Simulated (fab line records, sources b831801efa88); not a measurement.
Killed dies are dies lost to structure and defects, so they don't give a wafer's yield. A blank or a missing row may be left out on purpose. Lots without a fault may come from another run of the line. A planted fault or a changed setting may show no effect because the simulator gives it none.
Which tool did it? | flow gf180mcu | 12 lots, 36 wafers sampled, at 2 steps of a route of 602

WHAT THE GAUGES READ, wafer by wafer
GF_CONTACT_RS_MEAS_25: measures by four-point-probe. Usual: CONTACT_W_RS 0.383 ohm/sq, standard deviation 0.0032.
lot  | measured     | on            | CONTACT_W_RS (ohm/sq) | flag
L112 | day 16 17:05 | film_metro-02 | 0.383 0.383 0.380     |
L114 | day 17 03:25 | film_metro-02 | 0.383 0.386 0.384     |
L119 | day 19 06:25 | film_metro-01 | 0.383 0.387 0.385     |
L122 | day 20 01:47 | film_metro-02 | 0.383 0.383 0.386     |
L123 | day 20 15:08 | film_metro-04 | 0.385 0.385 0.387     |
L125 | day 21 15:40 | film_metro-04 | 0.378 0.384 0.381     |
L127 | day 22 02:07 | film_metro-02 | 0.387 0.386 0.391     |
L129 | day 22 11:25 | film_metro-02 | 0.391 0.384 0.386     |
L130 | day 22 20:39 | film_metro-01 | 0.384 0.384 0.390     |
L131 | day 23 08:34 | film_metro-04 | 0.383 0.381 0.382     |
L132 | day 23 13:00 | film_metro-02 | 0.382 0.377 0.381     |
L133 | day 23 18:41 | film_metro-04 | 0.379 0.379 0.384     |

GF_CONTACT_THK_MEAS_26: measures by xrf. Usual: CONTACT_W_THK 309 nm, standard deviation 3.6.
lot  | measured     | on            | CONTACT_W_THK (nm) | flag
L112 | day 16 17:11 | film_metro-02 | 310 308 312        |
L114 | day 17 03:32 | film_metro-02 | 306 304 305        |
L119 | day 19 06:32 | film_metro-01 | 307 304 306        |
L122 | day 20 01:54 | film_metro-02 | 310 309 307        |
L123 | day 20 15:14 | film_metro-04 | 311 310 309        |
L125 | day 21 15:47 | film_metro-04 | 320 313 315        |
L127 | day 22 02:14 | film_metro-02 | 303 305 302        |
L129 | day 22 11:32 | film_metro-02 | 303 305 304        |
L130 | day 22 20:46 | film_metro-01 | 306 305 302        |
L131 | day 23 08:41 | film_metro-04 | 309 312 308        |
L132 | day 23 13:07 | film_metro-02 | 311 317 313        |
L133 | day 23 18:47 | film_metro-04 | 313 312 309        |

WHICH TOOL RAN EACH LOT (tool, then ch and the chambers of the sampled wafers, then the start)
The record holds no process step before these readings.

WHAT THE TOOLS THEMSELVES READ (means of the sampled wafers that have a number; where no wafer has one, the mark that the record gives instead)
The record holds no such reading with a usual standard deviation.

THE ANSWER, worked out from the rows above alone
Rule: a lot is off if the mean of its wafers that have a number lies more than 3 standard deviations from the usual mean. A lot without any number at a reading at which 4 lots or more have one is off too. The other lots that the step has rows for count as sound. The gauges are gone through in route order, then the tools' own readings, and for those a lot's mean is taken as printed above. The first step at which some lot is off is used, and at that step the reading that is off furthest; a lot without a number counts as furthest.
No lot is off at any reading shown: from this, nothing can be told.

WHAT THE SIMULATOR HAD PUT IN
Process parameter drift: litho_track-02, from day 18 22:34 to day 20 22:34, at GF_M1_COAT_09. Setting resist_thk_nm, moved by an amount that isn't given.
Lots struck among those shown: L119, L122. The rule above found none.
